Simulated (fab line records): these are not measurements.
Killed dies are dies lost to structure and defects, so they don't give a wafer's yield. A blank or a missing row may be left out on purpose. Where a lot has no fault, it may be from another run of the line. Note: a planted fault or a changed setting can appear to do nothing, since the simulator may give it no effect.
Matching of chambers    flow sky130    SKY_VIA1_CMP_02 on cmp-01: 4 sister chambers
The step polishes SiO2. 8 wafers are shown with their chamber, then 7 later ones without.

## EACH WAFER AND ITS CHAMBER
wafer   chamber  motor_current_A (A)
L340.6  0        13.0
L341.2  3        12.0
L341.6  3        11.9
L344.2  1        13.6
L344.4  2        11.9
L344.6  1        14.0
L349.1  0        12.9
L349.2  2        11.8

## WAFERS WHOSE CHAMBER IS MISSING
wafer   motor_current_A (A)
L349.4  13.3
L359.1  11.7
L359.2  12.3
L359.6  12.2
L360.1  13.6
L360.4  11.9
L360.6  13.1

## CHAMBER TAKEN BY EACH
wafer    from the rows above            in truth
L349.4   can't be placed: 0 or 1        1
L359.1   can't be placed: 2 or 3        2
L359.2   can't be placed: 3 or 2 or 0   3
L359.6   can't be placed: 3 or 2        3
L360.1   1                              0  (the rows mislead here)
L360.4   can't be placed: 2 or 3        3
L360.6   0                              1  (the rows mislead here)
Placed correctly: 0 of 7. Not placeable from these rows: 5 (in 5, the candidates include the true chamber). 2 placed wrongly.
How it was worked out, from the rows above alone: a wafer's distance from a chamber is the root of the sum, over the readings, of the square of ((its reading less the chamber's mean) divided by the reading's scatter). If the next closest chamber is less than 2 further off than the closest, the wafer can't be placed; otherwise it belongs to the closest. For every chamber, the mean is computed from those of its wafers that are shown. The scatter: take each reading less its chamber's mean, square it, sum over the shown wafers, divide by the number of wafers less the number of chambers, and take the root.
